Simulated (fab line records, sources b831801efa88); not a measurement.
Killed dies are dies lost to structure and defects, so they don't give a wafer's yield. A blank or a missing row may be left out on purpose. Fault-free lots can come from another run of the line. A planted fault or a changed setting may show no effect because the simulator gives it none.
fab line records :: flow sfq-line
record
  lots=6
  wafers=18
  last-day=83
route steps=325 shown JJ@182
lots that met no fault: taken from a fault-free run of the same line
start-h: the number of hours between the record's first day and the start of the first shown wafer of the lot :: wait-h: hours since the lot's step before :: " the same as in the row above :: L1.1+2: a row that stands for several wafers :: - no value, or no start given :: * or withheld: withheld :: < > ~ a bound
route shown NAME@n: a module of which the file shows steps, and the number in the route of the first :: usual: average and standard deviation across the fault-free wafers :: same: alike in all rows :: chamber/n: place in a boat :: sites: readings site by site :: _std_site: the values' standard deviation :: _edge_site: the outer-site mean with the inner-site mean subtracted :: radius-mm: how far each site lies from the wafer's centre :: mask NAME#n: copy n :: behind: the most recent tool/chamber to have shaped the wafer :: hold: cause of the lot's hold/its duration in hours/its outcome :: device: names the non-switching transistor (n, p or np) :: end of line: the tests these same wafers got at the end of their route :: a step with no rows: only its recipe :: killed: at the first sort, the dies lost to defects and structure; wafer yield is something else :: map: a wafer's dies, marking killed ones x, the rest . and places with no die _
set.NAME: the setting the step ran with; set.NAME@STEP: the setting that earlier step ran with :: model.NAME: the simulator's own value behind a step, which no gauge read
lots seen at some steps along the route; tables by step, rows by wafer
services: from which hour (start-h, from the record's first day; less than 0 if before it) a tool's chamber was out of use, for how many hours, and why
## steps
# step SFQ_TRILAYER_JJ_TRILAYER_DEP_SPUTTER_112
# recipe
  material=Nb
  base-pressure-pa=1.33e-06
  chamber-pressure-pa=0.1333
  substrate-temp-c=20
  target-thk-nm=170
  power-w=2000
  time-s=113.3
# usual
  throttle-valve-pct=29.7/0.92
lot.wafer: L392.2
tool: pvd-sputter-04
chamber: -
start-h: 1216.37
wait-h: 0.5
throttle-valve-pct: 30.0

lot.wafer: L392.4
tool: pvd-sputter-04
chamber: -
start-h: 1216.37
wait-h: 0.5
throttle-valve-pct: 30.7

lot.wafer: L392.5
tool: pvd-sputter-04
chamber: -
start-h: 1216.37
wait-h: 0.5
throttle-valve-pct: 28.9

lot.wafer: L394.2
tool: pvd-sputter-04
chamber: -
start-h: 1236.77
wait-h: 0.5
throttle-valve-pct: 30.1

lot.wafer: L394.3
tool: pvd-sputter-04
chamber: -
start-h: 1236.77
wait-h: 0.5
throttle-valve-pct: 28.5

lot.wafer: L394.5
tool: pvd-sputter-04
chamber: -
start-h: 1236.77
wait-h: 0.5
throttle-valve-pct: 28.8

lot.wafer: L397.1
tool: pvd-sputter-05
chamber: -
start-h: 1257.57
wait-h: 0.5
throttle-valve-pct: 29.9

lot.wafer: L397.4
tool: pvd-sputter-05
chamber: -
start-h: 1257.57
wait-h: 0.5
throttle-valve-pct: 31.5

lot.wafer: L397.5
tool: pvd-sputter-05
chamber: -
start-h: 1257.57
wait-h: 0.5
throttle-valve-pct: 30.0

lot.wafer: L399.2
tool: pvd-sputter-05
chamber: -
start-h: 1265.97
wait-h: 0.5
throttle-valve-pct: 31.5

lot.wafer: L399.3
tool: pvd-sputter-05
chamber: -
start-h: 1265.97
wait-h: 0.5
throttle-valve-pct: 28.5

lot.wafer: L399.4
tool: pvd-sputter-05
chamber: -
start-h: 1265.97
wait-h: 0.5
throttle-valve-pct: 29.9

lot.wafer: L406.1
tool: pvd-sputter-04
chamber: -
start-h: 1322.15
wait-h: 0.5
throttle-valve-pct: 30.2

lot.wafer: L406.4
tool: pvd-sputter-04
chamber: -
start-h: 1322.15
wait-h: 0.5
throttle-valve-pct: 30.5

lot.wafer: L406.6
tool: pvd-sputter-04
chamber: -
start-h: 1322.15
wait-h: 0.5
throttle-valve-pct: 29.9

lot.wafer: L409.1
tool: pvd-sputter-05
chamber: -
start-h: 1330.53
wait-h: 0.5
throttle-valve-pct: 31.4

lot.wafer: L409.2
tool: pvd-sputter-05
chamber: -
start-h: 1330.53
wait-h: 0.5
throttle-valve-pct: 31.8

lot.wafer: L409.3
tool: pvd-sputter-05
chamber: -
start-h: 1330.53
wait-h: 0.5
throttle-valve-pct: 28.3
# step SFQ_JJ_RS_MEAS_929
# recipe
  thk-meas-gauge=four-point-probe
  reads=Nb_of_TRILAYER_JJ_TRILAYER_DEP_SPUTTER_112
# usual
  JJ_NB_RS=1.051/0.0085
lot.wafer: L392.2
tool: film-metro-02
chamber: -
start-h: 1216.47
wait-h: 0.1
JJ_NB_RS[ohm/sq]: 1.048

lot.wafer: L392.4
tool: film-metro-02
chamber: -
start-h: 1216.47
wait-h: 0.1
JJ_NB_RS[ohm/sq]: 1.040

lot.wafer: L392.5
tool: film-metro-02
chamber: -
start-h: 1216.47
wait-h: 0.1
JJ_NB_RS[ohm/sq]: 1.042

lot.wafer: L394.2
tool: film-metro-04
chamber: -
start-h: 1236.87
wait-h: 0.1
JJ_NB_RS[ohm/sq]: 1.042

lot.wafer: L394.3
tool: film-metro-04
chamber: -
start-h: 1236.87
wait-h: 0.1
JJ_NB_RS[ohm/sq]: 1.045

lot.wafer: L394.5
tool: film-metro-04
chamber: -
start-h: 1236.87
wait-h: 0.1
JJ_NB_RS[ohm/sq]: 1.039

lot.wafer: L397.1
tool: film-metro-02
chamber: -
start-h: 1257.65
wait-h: 0.0
JJ_NB_RS[ohm/sq]: 1.052

lot.wafer: L397.4
tool: film-metro-02
chamber: -
start-h: 1257.65
wait-h: 0.0
JJ_NB_RS[ohm/sq]: 1.053

lot.wafer: L397.5
tool: film-metro-02
chamber: -
start-h: 1257.65
wait-h: 0.0
JJ_NB_RS[ohm/sq]: 1.064

lot.wafer: L399.2
tool: film-metro-02
chamber: -
start-h: 1266.07
wait-h: 0.1
JJ_NB_RS[ohm/sq]: 1.047

lot.wafer: L399.3
tool: film-metro-02
chamber: -
start-h: 1266.07
wait-h: 0.1
JJ_NB_RS[ohm/sq]: 1.050

lot.wafer: L399.4
tool: film-metro-02
chamber: -
start-h: 1266.07
wait-h: 0.1
JJ_NB_RS[ohm/sq]: 1.050

lot.wafer: L406.1
tool: film-metro-02
chamber: -
start-h: 1322.23
wait-h: 0.0
JJ_NB_RS[ohm/sq]: 1.053

lot.wafer: L406.4
tool: film-metro-02
chamber: -
start-h: 1322.23
wait-h: 0.0
JJ_NB_RS[ohm/sq]: 1.049

lot.wafer: L406.6
tool: film-metro-02
chamber: -
start-h: 1322.23
wait-h: 0.0
JJ_NB_RS[ohm/sq]: 1.050

lot.wafer: L409.1
tool: film-metro-02
chamber: -
start-h: 1330.61
wait-h: 0.0
JJ_NB_RS[ohm/sq]: 1.063

lot.wafer: L409.2
tool: film-metro-02
chamber: -
start-h: 1330.61
wait-h: 0.0
JJ_NB_RS[ohm/sq]: 1.051

lot.wafer: L409.3
tool: film-metro-02
chamber: -
start-h: 1330.61
wait-h: 0.0
JJ_NB_RS[ohm/sq]: 1.056
# step SFQ_TRILAYER_JJ_CE_LITHO_COAT_119
# recipe
  resist=BARC
  spin-rpm=3000
  resist-thk-nm=62
# step SFQ_TRILAYER_JJ_CE_LITHO_COAT_114
# recipe
  resist=KrF
  spin-rpm=3000
  resist-thk-nm=600
# step SFQ_TRILAYER_JJ_CE_LITHO_SOFTBAKE_118
# recipe
  temp-c=withheld
  time-s=withheld
  resist=KrF
# step SFQ_TRILAYER_JJ_CE_LITHO_EXPOSE_115
# recipe
  mask-id=J5
  na=0.6
  source-shape=conventional
  sigma-outer=0.65
  target-cd-nm=700
  dose-mj=14.4
# step SFQ_TRILAYER_JJ_CE_LITHO_PEB_117
# recipe
  peb-temp-c=115
  peb-time-s=60
  resist=KrF
# step SFQ_TRILAYER_JJ_CE_LITHO_DEVELOP_116
# recipe
  time-s=60
  resist=KrF
# step SFQ_JJ_OVL_MEAS_931
# usual
  J5_OVL=1/5.9
lot.wafer: L392.2
tool: overlay-01
chamber: -
start-h: 1334.45
wait-h: 0.1
J5_OVL[nm]: 4

lot.wafer: L392.4
tool: overlay-01
chamber: -
start-h: 1334.45
wait-h: 0.1
J5_OVL[nm]: -7

lot.wafer: L392.5
tool: overlay-01
chamber: -
start-h: 1334.45
wait-h: 0.1
J5_OVL[nm]: -3

lot.wafer: L394.2
tool: overlay-01
chamber: -
start-h: 1356.93
wait-h: 0.1
J5_OVL[nm]: 10

lot.wafer: L394.3
tool: overlay-01
chamber: -
start-h: 1356.93
wait-h: 0.1
J5_OVL[nm]: 8

lot.wafer: L394.5
tool: overlay-01
chamber: -
start-h: 1356.93
wait-h: 0.1
J5_OVL[nm]: 7

lot.wafer: L397.1
tool: overlay-01
chamber: -
start-h: 1376.28
wait-h: 0.1
J5_OVL[nm]: -6

lot.wafer: L397.4
tool: overlay-01
chamber: -
start-h: 1376.28
wait-h: 0.1
J5_OVL[nm]: 3

lot.wafer: L397.5
tool: overlay-01
chamber: -
start-h: 1376.28
wait-h: 0.1
J5_OVL[nm]: -2

lot.wafer: L399.2
tool: overlay-02
chamber: -
start-h: 1383.33
wait-h: 0.1
J5_OVL[nm]: 15

lot.wafer: L399.3
tool: overlay-02
chamber: -
start-h: 1383.33
wait-h: 0.1
J5_OVL[nm]: 0

lot.wafer: L399.4
tool: overlay-02
chamber: -
start-h: 1383.33
wait-h: 0.1
J5_OVL[nm]: 3

lot.wafer: L406.1
tool: overlay-01
chamber: -
start-h: 1439.72
wait-h: 0.1
J5_OVL[nm]: 9

lot.wafer: L406.4
tool: overlay-01
chamber: -
start-h: 1439.72
wait-h: 0.1
J5_OVL[nm]: 8

lot.wafer: L406.6
tool: overlay-01
chamber: -
start-h: 1439.72
wait-h: 0.1
J5_OVL[nm]: 10

lot.wafer: L409.1
tool: overlay-01
chamber: -
start-h: 1450.52
wait-h: 0.1
J5_OVL[nm]: 9

lot.wafer: L409.2
tool: overlay-01
chamber: -
start-h: 1450.52
wait-h: 0.1
J5_OVL[nm]: 10

lot.wafer: L409.3
tool: overlay-01
chamber: -
start-h: 1450.52
wait-h: 0.1
J5_OVL[nm]: 15
# step SFQ_TRILAYER_JJ_CE_METRO_MEASURE_117
# usual
  cd-nm=700.0/1.4
lot.wafer: L392.2
tool: cd-sem-02
chamber: -
start-h: 1334.68
wait-h: 0.2
cd-nm: 700.9

lot.wafer: L392.4
tool: cd-sem-02
chamber: -
start-h: 1334.68
wait-h: 0.2
cd-nm: 699.6

lot.wafer: L392.5
tool: cd-sem-02
chamber: -
start-h: 1334.68
wait-h: 0.2
cd-nm: 701.9

lot.wafer: L394.2
tool: cd-sem-02
chamber: -
start-h: 1357.16
wait-h: 0.2
cd-nm: 699.8

lot.wafer: L394.3
tool: cd-sem-02
chamber: -
start-h: 1357.16
wait-h: 0.2
cd-nm: 700.8

lot.wafer: L394.5
tool: cd-sem-02
chamber: -
start-h: 1357.16
wait-h: 0.2
cd-nm: 700.4

lot.wafer: L397.1
tool: cd-sem-01
chamber: -
start-h: 1376.32
wait-h: 0.0
cd-nm: 702.1

lot.wafer: L397.4
tool: cd-sem-01
chamber: -
start-h: 1376.32
wait-h: 0.0
cd-nm: 699.7

lot.wafer: L397.5
tool: cd-sem-01
chamber: -
start-h: 1376.32
wait-h: 0.0
cd-nm: 700.7

lot.wafer: L399.2
tool: cd-sem-01
chamber: -
start-h: 1383.56
wait-h: 0.2
cd-nm: 698.4

lot.wafer: L399.3
tool: cd-sem-01
chamber: -
start-h: 1383.56
wait-h: 0.2
cd-nm: 697.3

lot.wafer: L399.4
tool: cd-sem-01
chamber: -
start-h: 1383.56
wait-h: 0.2
cd-nm: 697.5

lot.wafer: L406.1
tool: cd-sem-01
chamber: -
start-h: 1439.76
wait-h: 0.0
cd-nm: 699.1

lot.wafer: L406.4
tool: cd-sem-01
chamber: -
start-h: 1439.76
wait-h: 0.0
cd-nm: 698.7

lot.wafer: L406.6
tool: cd-sem-01
chamber: -
start-h: 1439.76
wait-h: 0.0
cd-nm: 699.7

lot.wafer: L409.1
tool: cd-sem-02
chamber: -
start-h: 1450.56
wait-h: 0.0
cd-nm: 698.9

lot.wafer: L409.2
tool: cd-sem-02
chamber: -
start-h: 1450.56
wait-h: 0.0
cd-nm: 698.7

lot.wafer: L409.3
tool: cd-sem-02
chamber: -
start-h: 1450.56
wait-h: 0.0
cd-nm: 698.0
# step SFQ_TRILAYER_JJ_CE_BARC_OPEN_RIE_150
# recipe
  mask-material=PR
  chemistry=O2
  target-depth-nm=240
  target=BARC
  icp-w=600
  bias-w=80
  pressure-mtorr=10
  time-s=80
# usual
  bias-w=80.05/0.27
  chamber-pressure-mTorr=10.001/0.0084
  drypump-motor-current-A=5.7/0.48
  oes-product-au=0.538/0.0047
lot.wafer: L392.2
tool: rie-metal-01
chamber: 0
start-h: 1335.68
wait-h: 0.8
bias-w: 80.28
chamber-pressure-mTorr: 10.006
drypump-motor-current-A: 5.2
oes-product-au: 0.541
rf-hours-counter-h: 66

lot.wafer: L392.4
tool: rie-metal-01
chamber: 1
start-h: 1335.68
wait-h: 0.8
bias-w: 80.40
chamber-pressure-mTorr: 9.999
drypump-motor-current-A: 5.7
oes-product-au: 0.536
rf-hours-counter-h: -

lot.wafer: L392.5
tool: rie-metal-01
chamber: 0
start-h: 1335.68
wait-h: 0.8
bias-w: 80.32
chamber-pressure-mTorr: 9.997
drypump-motor-current-A: 5.3
oes-product-au: 0.541
rf-hours-counter-h: -

lot.wafer: L394.2
tool: rie-metal-03
chamber: 1
start-h: 1358.16
wait-h: 0.8
bias-w: 79.89
chamber-pressure-mTorr: 9.994
drypump-motor-current-A: 5.0
oes-product-au: 0.527
rf-hours-counter-h: 110

lot.wafer: L394.3
tool: rie-metal-03
chamber: 1
start-h: 1358.16
wait-h: 0.8
bias-w: 80.07
chamber-pressure-mTorr: 10.002
drypump-motor-current-A: 5.0
oes-product-au: 0.535
rf-hours-counter-h: -

lot.wafer: L394.5
tool: rie-metal-03
chamber: 0
start-h: 1358.16
wait-h: 0.8
bias-w: 80.25
chamber-pressure-mTorr: 10.015
drypump-motor-current-A: 6.0
oes-product-au: 0.537
rf-hours-counter-h: -

lot.wafer: L397.1
tool: rie-metal-03
chamber: 1
start-h: 1377.52
wait-h: 1.0
bias-w: 80.40
chamber-pressure-mTorr: 9.994
drypump-motor-current-A: 5.0
oes-product-au: 0.535
rf-hours-counter-h: 114

lot.wafer: L397.4
tool: rie-metal-03
chamber: 0
start-h: 1377.52
wait-h: 1.0
bias-w: 79.62
chamber-pressure-mTorr: 10.009
drypump-motor-current-A: 5.9
oes-product-au: 0.539
rf-hours-counter-h: -

lot.wafer: L397.5
tool: rie-metal-03
chamber: 0
start-h: 1377.52
wait-h: 1.0
bias-w: 80.10
chamber-pressure-mTorr: 9.997
drypump-motor-current-A: 5.9
oes-product-au: 0.531
rf-hours-counter-h: -

lot.wafer: L399.2
tool: rie-metal-03
chamber: 1
start-h: 1384.56
wait-h: 0.8
bias-w: 79.94
chamber-pressure-mTorr: 9.979
drypump-motor-current-A: 5.0
oes-product-au: 0.541
rf-hours-counter-h: 115

lot.wafer: L399.3
tool: rie-metal-03
chamber: 1
start-h: 1384.56
wait-h: 0.8
bias-w: 80.13
chamber-pressure-mTorr: 10.007
drypump-motor-current-A: 5.0
oes-product-au: 0.539
rf-hours-counter-h: -

lot.wafer: L399.4
tool: rie-metal-03
chamber: 0
start-h: 1384.56
wait-h: 0.8
bias-w: 80.26
chamber-pressure-mTorr: 10.003
drypump-motor-current-A: 5.9
oes-product-au: 0.544
rf-hours-counter-h: -

lot.wafer: L406.1
tool: rie-metal-02
chamber: 0
start-h: 1440.96
wait-h: 1.0
bias-w: 80.21
chamber-pressure-mTorr: 10.006
drypump-motor-current-A: 6.6
oes-product-au: 0.545
rf-hours-counter-h: 117

lot.wafer: L406.4
tool: rie-metal-02
chamber: 0
start-h: 1440.96
wait-h: 1.0
bias-w: 79.80
chamber-pressure-mTorr: 9.983
drypump-motor-current-A: 6.6
oes-product-au: 0.539
rf-hours-counter-h: -

lot.wafer: L406.6
tool: rie-metal-02
chamber: 1
start-h: 1440.96
wait-h: 1.0
bias-w: 80.19
chamber-pressure-mTorr: 9.998
drypump-motor-current-A: 5.9
oes-product-au: 0.540
rf-hours-counter-h: -

lot.wafer: L409.1
tool: rie-metal-01
chamber: 1
start-h: 1451.76
wait-h: 1.0
bias-w: 79.90
chamber-pressure-mTorr: 10.000
drypump-motor-current-A: 5.7
oes-product-au: 0.534
rf-hours-counter-h: 56

lot.wafer: L409.2
tool: rie-metal-01
chamber: 0
start-h: 1451.76
wait-h: 1.0
bias-w: 79.83
chamber-pressure-mTorr: 9.996
drypump-motor-current-A: 5.3
oes-product-au: 0.539
rf-hours-counter-h: 82

lot.wafer: L409.3
tool: rie-metal-01
chamber: 0
start-h: 1451.76
wait-h: 1.0
bias-w: 80.04
chamber-pressure-mTorr: 10.003
drypump-motor-current-A: 5.4
oes-product-au: 0.540
rf-hours-counter-h: -
# step SFQ_TRILAYER_JJ_CE_ETCH_RIE_118
# recipe
  target=Nb
  stop-on=Al2O3
  mask-material=PR
  taper-deg=13.257
  over-etch-frac=0.15
  time-s=97.7
  chemistry=SF6
  target-depth-nm=170
  icp-w=600
  bias-w=80
  pressure-mtorr=10
# usual
  bias-w=80.02/0.23
  chamber-pressure-mTorr=10.000/0.011
  drypump-motor-current-A=5.7/0.48
  oes-product-au=0.986/0.0067
lot.wafer: L392.2
tool: rie-metal-01
chamber: 0
start-h: 1335.77
wait-h: 0.1
bias-w: 80.20
chamber-pressure-mTorr: 9.992
drypump-motor-current-A: 5.3
oes-product-au: 0.993
rf-hours-counter-h: 66

lot.wafer: L392.4
tool: rie-metal-01
chamber: 1
start-h: 1335.77
wait-h: 0.1
bias-w: 80.02
chamber-pressure-mTorr: 10.002
drypump-motor-current-A: 5.6
oes-product-au: 0.997
rf-hours-counter-h: -

lot.wafer: L392.5
tool: rie-metal-01
chamber: 0
start-h: 1335.77
wait-h: 0.1
bias-w: 80.14
chamber-pressure-mTorr: 10.016
drypump-motor-current-A: 5.3
oes-product-au: 0.994
rf-hours-counter-h: -

lot.wafer: L394.2
tool: rie-metal-03
chamber: 1
start-h: 1358.25
wait-h: 0.1
bias-w: 79.65
chamber-pressure-mTorr: 9.979
drypump-motor-current-A: 5.0
oes-product-au: 0.976
rf-hours-counter-h: 110

lot.wafer: L394.3
tool: rie-metal-03
chamber: 1
start-h: 1358.25
wait-h: 0.1
bias-w: 80.12
chamber-pressure-mTorr: 10.023
drypump-motor-current-A: 5.0
oes-product-au: 0.997
rf-hours-counter-h: -

lot.wafer: L394.5
tool: rie-metal-03
chamber: 0
start-h: 1358.25
wait-h: 0.1
bias-w: 80.23
chamber-pressure-mTorr: 10.020
drypump-motor-current-A: 6.0
oes-product-au: 0.994
rf-hours-counter-h: -

lot.wafer: L397.1
tool: rie-metal-03
chamber: 1
start-h: 1377.61
wait-h: 0.1
bias-w: 80.13
chamber-pressure-mTorr: 9.998
drypump-motor-current-A: 5.0
oes-product-au: 0.990
rf-hours-counter-h: 114

lot.wafer: L397.4
tool: rie-metal-03
chamber: 0
start-h: 1377.61
wait-h: 0.1
bias-w: 79.93
chamber-pressure-mTorr: 7.996
drypump-motor-current-A: 6.0
oes-product-au: 0.987
rf-hours-counter-h: -

lot.wafer: L397.5
tool: rie-metal-03
chamber: 0
start-h: 1377.61
wait-h: 0.1
bias-w: 80.33
chamber-pressure-mTorr: 8.017
drypump-motor-current-A: 5.9
oes-product-au: 0.980
rf-hours-counter-h: -

lot.wafer: L399.2
tool: rie-metal-03
chamber: 1
start-h: 1384.65
wait-h: 0.1
bias-w: 79.67
chamber-pressure-mTorr: 10.013
drypump-motor-current-A: 5.0
oes-product-au: 0.986
rf-hours-counter-h: 116

lot.wafer: L399.3
tool: rie-metal-03
chamber: 1
start-h: 1384.65
wait-h: 0.1
bias-w: 79.75
chamber-pressure-mTorr: 9.986
drypump-motor-current-A: 5.0
oes-product-au: 0.979
rf-hours-counter-h: -

lot.wafer: L399.4
tool: rie-metal-03
chamber: 0
start-h: 1384.65
wait-h: 0.1
bias-w: 80.12
chamber-pressure-mTorr: 7.995
drypump-motor-current-A: 5.9
oes-product-au: 0.985
rf-hours-counter-h: -

lot.wafer: L406.1
tool: rie-metal-02
chamber: 0
start-h: 1441.05
wait-h: 0.1
bias-w: 79.96
chamber-pressure-mTorr: 9.991
drypump-motor-current-A: 6.6
oes-product-au: 0.985
rf-hours-counter-h: 117

lot.wafer: L406.4
tool: rie-metal-02
chamber: 0
start-h: 1441.05
wait-h: 0.1
bias-w: 80.14
chamber-pressure-mTorr: 9.999
drypump-motor-current-A: 6.6
oes-product-au: 0.992
rf-hours-counter-h: -

lot.wafer: L406.6
tool: rie-metal-02
chamber: 1
start-h: 1441.05
wait-h: 0.1
bias-w: 79.61
chamber-pressure-mTorr: 10.002
drypump-motor-current-A: 5.9
oes-product-au: 0.982
rf-hours-counter-h: -

lot.wafer: L409.1
tool: rie-metal-01
chamber: 1
start-h: 1451.85
wait-h: 0.1
bias-w: 80.06
chamber-pressure-mTorr: 9.998
drypump-motor-current-A: 5.7
oes-product-au: 0.982
rf-hours-counter-h: 56

lot.wafer: L409.2
tool: rie-metal-01
chamber: 0
start-h: 1451.85
wait-h: 0.1
bias-w: 80.76
chamber-pressure-mTorr: 10.001
drypump-motor-current-A: 5.3
oes-product-au: 0.988
rf-hours-counter-h: 82

lot.wafer: L409.3
tool: rie-metal-01
chamber: 0
start-h: 1451.85
wait-h: 0.1
bias-w: 79.90
chamber-pressure-mTorr: 9.921
drypump-motor-current-A: 5.3
oes-product-au: 0.980
rf-hours-counter-h: -
# step SFQ_TRILAYER_JJ_ANODIZE_ANODIZE_119
# recipe
  current-density-ma-cm2=withheld
  end-current-density-ma-cm2=withheld
  bath-temp-c=withheld
## services
tool: cd-sem-02
chamber: -
start-h: 1197.26
hours: 3.0
kind: repair

tool: cd-sem-02
chamber: -
start-h: 1204.03
hours: 0.3
kind: pm

tool: cd-sem-01
chamber: -
start-h: 1207.60
hours: 0.6
kind: pm

tool: cd-sem-02
chamber: -
start-h: 1223.30
hours: 0.7
kind: pm

tool: rie-metal-01
chamber: 1
start-h: 1228.66
hours: 1.9
kind: repair

tool: cd-sem-02
chamber: -
start-h: 1229.92
hours: 0.6
kind: pm

tool: rie-metal-03
chamber: 1
start-h: 1234.78
hours: 5.5
kind: repair

tool: cd-sem-02
chamber: -
start-h: 1276.25
hours: 0.3
kind: pm

tool: cd-sem-01
chamber: -
start-h: 1282.08
hours: 1.6
kind: pm

tool: cd-sem-01
chamber: -
start-h: 1283.71
hours: 0.8
kind: pm

tool: rie-metal-03
chamber: 1
start-h: 1290.82
hours: 12.4
kind: repair

tool: rie-metal-01
chamber: -
start-h: 1301.64
hours: 2.8
kind: pm

tool: rie-metal-02
chamber: -
start-h: 1321.17
hours: 1.4
kind: pm

tool: cd-sem-01
chamber: -
start-h: 1333.94
hours: 0.6
kind: pm

tool: pvd-sputter-05
chamber: -
start-h: 1346.73
hours: 2.1
kind: repair

tool: pvd-sputter-05
chamber: -
start-h: 1372.84
hours: 4.2
kind: repair

tool: rie-metal-02
chamber: 0
start-h: 1378.67
hours: 22.1
kind: repair

tool: cd-sem-02
chamber: -
start-h: 1388.03
hours: 2.3
kind: pm

tool: cd-sem-01
chamber: -
start-h: 1391.60
hours: 1.2
kind: pm

tool: rie-metal-01
chamber: 0
start-h: 1393.27
hours: 5.6
kind: repair

tool: cd-sem-02
chamber: -
start-h: 1413.49
hours: 0.2
kind: pm

tool: rie-metal-01
chamber: -
start-h: 1425.43
hours: 22.6
kind: repair

tool: pvd-sputter-05
chamber: -
start-h: 1428.47
hours: 5.2
kind: repair

tool: pvd-sputter-04
chamber: -
start-h: 1428.72
hours: 2.2
kind: repair
## key
first-sign
  step=SFQ_TRILAYER_JJ_CE_ETCH_RIE_118
  reading=chamber-pressure-mTorr
  direction=down
  sigmas=99+
  usual=10.000
  struck=8.003
effect none on later readings
met-at SFQ_TRILAYER_JJ_CE_ETCH_RIE_118
struck-wafers L397.4,L397.5,L399.4
onset-between 1358.25 1377.61
fault
  kind=process-parameter-drift
  tool=rie-metal-03
  chamber=0
  onset-h=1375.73
  steps=SFQ_TRILAYER_JJ_CE_ETCH_RIE_118
  channel=pressure-mtorr
  offset=-2
  shape=step
  end-h=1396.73
  acts-in=these-recipes-only
  stated=10
